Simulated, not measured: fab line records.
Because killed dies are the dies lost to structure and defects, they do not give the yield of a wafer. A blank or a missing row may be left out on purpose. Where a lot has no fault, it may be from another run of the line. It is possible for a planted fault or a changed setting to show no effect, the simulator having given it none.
Which tool was responsible? -- flow gf180mcu -- 13 lots, 37 wafers sampled, at 4 steps of a route of 602

== WHAT EACH GAUGE READ, for each wafer ==
GF_POLY_GATE_THK_MEAS_17. Usual: POLY_GATE_OXIDATION_THK 3.99 nm, standard deviation 0.069.
lot,measured,on,POLY_GATE_OXIDATION_THK (nm),flag
L704,day 9 13:47,film metro-01,4.06 4.07 4.12,
L705,day 9 19:57,film metro-02,3.99 3.88 3.93,
L706,day 10 08:38,film metro-01,4.07 4.02 3.94,
L707,day 10 14:43,film metro-02,3.91 3.95 4.04,
L712,day 11 22:46,film metro-01,4.03 3.98,
L716,day 13 04:26,film metro-04,3.95 4.03,
L718,day 13 16:00,film metro-02,4.14 4.16 4.08,
L720,day 14 06:46,film metro-01,4.01 3.97 4.02,
L721,day 14 17:02,film metro-04,4.07 3.95 3.91,
L724,day 15 10:16,film metro-04,3.93 3.87 3.91,
L725,day 15 22:47,film metro-04,4.09 3.98 4.06,
L726,day 16 05:26,film metro-01,4.01 4.03 4.01,
L727,day 16 10:25,film metro-01,4.04 4.00 4.08,

GF_V1_OVL_MEAS_15. Usual: V1_OVL -2 nm, standard deviation 6.1.
lot,measured,on,V1_OVL (nm),flag
L704,day 18 17:49,overlay-01,-5 -1 -3,
L705,day 18 23:37,overlay-02,14 11 14,
L706,day 19 21:38,overlay-02,-9 -6 -6,
L707,day 20 01:40,overlay-02,3 -3 1,
L712,day 21 18:52,overlay-01,-16 -15,
L716,day 23 06:07,overlay-01,2 -1,
L718,day 23 21:07,overlay-02,5 -3 3,
L720,day 24 12:37,overlay-01,4 3 2,
L721,day 24 20:13,overlay-02,-7 -11 -4,
L724,day 25 13:10,overlay-02,2 0 2,
L725,day 26 02:52,overlay-02,6 7 -2,
L726,day 26 07:10,overlay-01,-4 -5 3,
L727,day 26 11:01,overlay-02,-1 3 -1,

== TOOL THAT RAN EACH LOT (tool first, then ch and the chambers of the sampled wafers, then the start) ==
lot,GF_HV_LDD_SOFTBAKE_03,GF_HV_LDD_STRIP_22
L704,"litho track-04 ch 0, day 9 23:13","plasma asher-01 ch 0,1, day 11 02:38"
L705,"litho track-01 ch 0, day 10 04:08","plasma asher-03 ch 0,1, day 11 08:13"
L706,"litho track-01 ch 0, day 10 17:52","plasma asher-02 ch 0,1, day 11 23:08"
L707,"litho track-04 ch 0, day 10 23:55","plasma asher-03 ch 0,1, day 12 05:03"
L712,"litho track-04 ch 0, day 12 08:32","plasma asher-01 ch 0, day 13 15:18"
L716,"litho track-04 ch 0, day 13 14:59","plasma asher-02 ch 1, day 14 23:21"
L718,"litho track-03 ch 0, day 14 02:23","plasma asher-03 ch 0,1, day 15 12:56"
L720,"litho track-01 ch 0, day 14 17:37","plasma asher-03 ch 0,1, day 16 04:05"
L721,"litho track-03 ch 0, day 15 03:41","plasma asher-01 ch 1, day 16 15:36"
L724,"litho track-03 ch 0, day 15 21:35","plasma asher-02 ch 0,1, day 17 07:57"
L725,"litho track-01 ch 0, day 16 10:29","plasma asher-03 ch 0,1, day 17 21:44"
L726,"litho track-04 ch 0, day 16 17:14","plasma asher-01 ch 0,1, day 18 04:08"
L727,"litho track-01 ch 0, day 16 21:55","plasma asher-01 ch 0,1, day 18 08:26"
- GF_HV_LDD_SOFTBAKE_03: time 60 s.
- GF_HV_LDD_STRIP_22: strips in O2/N2.

== WHAT THE TOOLS THEMSELVES READ (means of the sampled wafers that have a number; where no wafer has one, the mark that the record gives instead) ==
GF_HV_LDD_SOFTBAKE_03. Usual: 89.07 s for run length s, sd 0.2.
lot,tool,run length s (s),flag
L704,litho track-04,88.87,
L705,litho track-01,89.05,
L706,litho track-01,89.11,
L707,litho track-04,88.85,
L712,litho track-04,94.84,OFF
L716,litho track-04,92.03,OFF
L718,litho track-03,89.31,
L720,litho track-01,89.21,
L721,litho track-03,89.38,
L724,litho track-03,89.25,
L725,litho track-01,89.16,
L726,litho track-04,88.81,
L727,litho track-01,89.19,

GF_HV_LDD_STRIP_22. Usual: drypump motor current A 5.7 A, standard deviation 0.5; heater power w 349 W, standard deviation 53; oes product au 0.716 a.u., standard deviation 0.0046; strip time to endpoint s 12.64 s, standard deviation 0.034.
lot,tool,drypump motor current A (A),heater power w (W),oes product au (a.u.),strip time to endpoint s (s),flag
L704,plasma asher-01,5.2,333,0.719,12.64,
L705,plasma asher-03,5.7,338,0.717,12.59,
L706,plasma asher-02,6.2,367,0.716,12.63,
L707,plasma asher-03,5.8,314,0.715,12.67,
L712,plasma asher-01,4.9,290,0.717,12.65,
L716,plasma asher-02,6.6,400,0.711,12.69,
L718,plasma asher-03,5.9,305,0.716,12.64,
L720,plasma asher-03,5.8,313,0.716,12.62,
L721,plasma asher-01,5.8,425,0.717,12.61,
L724,plasma asher-02,6.4,379,0.718,12.68,
L725,plasma asher-03,5.8,336,0.713,12.63,
L726,plasma asher-01,5.2,337,0.717,12.59,
L727,plasma asher-01,5.5,377,0.713,12.64,

== THE ANSWER, worked out from the rows above alone ==
Rule: a lot is off if the mean of its wafers that have a number lies more than 3 standard deviations from the usual mean. Also off: a lot with no number at a reading for which 4 or more lots have one. Where the step has rows for the other lots, those lots are counted as sound. After the gauges, taken in route order, come the tools' own readings; for these a lot's mean is taken, as printed above. At the first step where some lot is off, the reading lying furthest off is the one used; lots without a number count as furthest.
Off: L712, L716, at GF_HV_LDD_SOFTBAKE_03 (run length s).
If a tool, at that step or one of the process steps before it, ran each lot that is off and ran no sound lot following the first of them, it fits. Of those tried, none fits.

== WHAT THE SIMULATOR PUT IN ==
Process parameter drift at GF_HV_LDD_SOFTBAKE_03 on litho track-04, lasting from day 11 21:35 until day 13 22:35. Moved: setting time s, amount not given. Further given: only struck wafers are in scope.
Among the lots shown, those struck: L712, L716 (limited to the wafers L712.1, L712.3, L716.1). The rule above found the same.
